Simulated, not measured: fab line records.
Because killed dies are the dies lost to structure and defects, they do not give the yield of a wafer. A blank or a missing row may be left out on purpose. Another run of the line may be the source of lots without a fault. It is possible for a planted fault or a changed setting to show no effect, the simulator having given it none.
Which of the tools did it? | flow gf180mcu | Sampling: 15 lots, 45 wafers, 4 of 602 route steps

## WHAT EACH GAUGE READ, for each wafer
GF_M2_THK_MEAS_06: measures by xrf. Usual: M2_ALCU_THK 447 nm, standard deviation 5.5.
lot  | measured     | on            | M2_ALCU_THK (nm) | flag
L511 | day 18 03:51 | film-metro-03 | 449 456 445      |
L513 | day 18 19:03 | film-metro-02 | 448 452 448      |
L514 | day 19 07:58 | film-metro-01 | 449 444 451      |
L521 | day 22 11:06 | film-metro-01 | 457 457 458      |
L526 | day 23 22:22 | film-metro-01 | 454 453 450      |
L527 | day 24 02:57 | film-metro-03 | 442 443 447      |
L528 | day 24 12:11 | film-metro-02 | 445 453 447      |
L530 | day 24 23:26 | film-metro-02 | 443 452 442      |
L531 | day 25 06:04 | film-metro-03 | 445 447 448      |
L532 | day 25 15:35 | film-metro-01 | 449 449 449      |
L533 | day 25 20:38 | film-metro-01 | 452 439 445      |
L534 | day 26 07:28 | film-metro-02 | 445 449 448      |

GF_V2_THK_MEAS_01. Usual: V2_CVD_00_THK 596 nm, standard deviation 7.3.
lot  | measured     | on            | V2_CVD_00_THK (nm) | flag
L511 | day 19 04:41 | film-metro-01 | 594 595 600        |
L513 | day 19 20:19 | film-metro-02 | 596 599 593        |
L514 | day 20 08:36 | film-metro-01 | 596 609 606        |
L521 | day 23 10:46 | film-metro-02 | 594 600 585        |
L526 | day 24 21:04 | film-metro-02 | 610 596 607        |
L527 | day 25 01:33 | film-metro-02 | 588 597 590        |
L528 | day 25 10:32 | film-metro-04 | 596 592 594        |
L530 | day 25 20:36 | film-metro-02 | 582 577 588        |
L531 | day 26 03:30 | film-metro-02 | 594 606 604        |
L532 | day 26 13:20 | film-metro-01 | 597 612 611        |
L533 | day 26 17:48 | film-metro-04 | 594 586 576        |
L534 | day 27 05:04 | film-metro-04 | 607 602 596        |

## TOOL THAT RAN EACH LOT (tool first, then ch and the chambers of the sampled wafers, then the start)
lot  | GF_STI_WET_ETCH_28             | GF_V1_CMP_26
L511 | wet-bench-01 ch 1, day 2 04:11 | cmp-01 ch 0,3, day 18 03:13
L513 | wet-bench-03 ch 3, day 2 15:14 | cmp-01 ch 1,2,3, day 18 18:24
L514 | wet-bench-04 ch 0, day 2 21:41 | cmp-02 ch 0,1,3, day 19 07:19
L515 | wet-bench-03 ch 3, day 3 02:28 | -
L516 | wet-bench-03 ch 3, day 3 09:46 | -
L517 | wet-bench-03 ch 0, day 3 12:32 | -
L521 | wet-bench-03 ch 2, day 4 08:07 | cmp-01 ch 0,2,3, day 22 10:35
L526 | wet-bench-04 ch 0, day 5 09:47 | cmp-02 ch 1,2,3, day 23 21:47
L527 | wet-bench-01 ch 3, day 5 14:36 | cmp-01 ch 1,2, day 24 02:21
L528 | wet-bench-01 ch 3, day 5 20:13 | cmp-02 ch 0,1, day 24 11:32
L530 | wet-bench-04 ch 1, day 6 05:25 | cmp-02 ch 1,3, day 24 22:50
L531 | wet-bench-03 ch 1, day 6 11:29 | cmp-02 ch 0,2,3, day 25 05:31
L532 | wet-bench-01 ch 2, day 6 16:41 | cmp-02 ch 0,1,3, day 25 14:59
L533 | wet-bench-04 ch 3, day 6 21:13 | cmp-01 ch 0,1,2, day 25 19:58
L534 | wet-bench-01 ch 0, day 7 03:59 | cmp-02 ch 0,2, day 26 06:52
- GF_STI_WET_ETCH_28: etches SiO2 in dHF, target depth 20 nm, time 40 s.
- GF_V1_CMP_26: polishes, stops on SiO2, t overpolish 15 s, target thk 0 nm.

## WHAT THE TOOLS THEMSELVES READ (means of the sampled wafers that have a number; where no wafer has one, the mark that the record gives instead)
GF_STI_WET_ETCH_28. Usual: bath-heat-duty-pct 6.5 %, standard deviation 0.7; run-length-s 67.9 s, standard deviation 2.9; temp-c 25.01 C, standard deviation 0.11.
lot  | tool         | bath-heat-duty-pct (%) | run-length-s (s) | temp-c (C) | flag
L511 | wet-bench-01 | 5.9                    | 71.9             | 25.04      |
L513 | wet-bench-03 | 6.9                    | 71.4             | 25.21      |
L514 | wet-bench-04 | 6.7                    | 67.7             | 24.90      |
L515 | wet-bench-03 | -                      | -                | -          | OFF
L516 | wet-bench-03 | -                      | -                | -          | OFF
L517 | wet-bench-03 | -                      | -                | -          | OFF
L521 | wet-bench-03 | 5.8                    | 72.1             | 25.05      |
L526 | wet-bench-04 | 6.6                    | 67.5             | 25.03      |
L527 | wet-bench-01 | 6.3                    | 71.5             | 24.99      |
L528 | wet-bench-01 | 6.5                    | 72.1             | 25.13      |
L530 | wet-bench-04 | 7.3                    | 72.3             | 25.11      |
L531 | wet-bench-03 | 7.4                    | 65.1             | 25.10      |
L532 | wet-bench-01 | 5.6                    | 66.2             | 25.02      |
L533 | wet-bench-04 | 6.4                    | 66.0             | 25.04      |
L534 | wet-bench-01 | 5.8                    | 64.7             | 24.94      |

GF_V1_CMP_26. Usual: motor-current-A 11.8 A, standard deviation 1.4; overpolish-run-s 15.001 s, standard deviation 0.01; time-to-endpoint-s 85 s, standard deviation 5.6.
lot  | tool   | motor-current-A (A) | overpolish-run-s (s) | time-to-endpoint-s (s) | flag
L511 | cmp-01 | 12.4                | 15.006               | 90                     |
L513 | cmp-01 | 11.9                | 14.998               | 83                     |
L514 | cmp-02 | 11.1                | 15.006               | 79                     |
L521 | cmp-01 | 12.4                | 14.996               | 84                     |
L526 | cmp-02 | 11.9                | 15.006               | 84                     |
L527 | cmp-01 | 11.1                | 14.992               | 84                     |
L528 | cmp-02 | 11.3                | 14.999               | 84                     |
L530 | cmp-02 | 10.9                | 15.000               | 78                     |
L531 | cmp-02 | 12.1                | 15.001               | 84                     |
L532 | cmp-02 | 11.1                | 14.999               | 83                     |
L533 | cmp-01 | 10.9                | 14.988               | 81                     |
L534 | cmp-02 | 12.5                | 14.997               | 82                     |

## THE ANSWER, worked out from the rows above alone
Rule: lot off if the mean of its wafers having a number is beyond 3 standard deviations from the usual mean. A lot without any number at a reading at which 4 lots or more have one is off too. Where the step has rows for the other lots, those lots are counted as sound. After the gauges, taken in route order, come the tools' own readings; for these a lot's mean is taken, as printed above. The first step at which some lot is off is used, and at that step the reading that is off furthest; a lot without a number counts as furthest.
Off, at GF_STI_WET_ETCH_28 on bath-heat-duty-pct: L515, L516, L517. Without a number there: L515, L516, L517.
If a tool, at that step or one of the process steps before it, ran each lot that is off and ran no sound lot following the first of them, it fits. None of those tried fits.

## WHAT HAD BEEN PUT IN BY THE SIMULATOR
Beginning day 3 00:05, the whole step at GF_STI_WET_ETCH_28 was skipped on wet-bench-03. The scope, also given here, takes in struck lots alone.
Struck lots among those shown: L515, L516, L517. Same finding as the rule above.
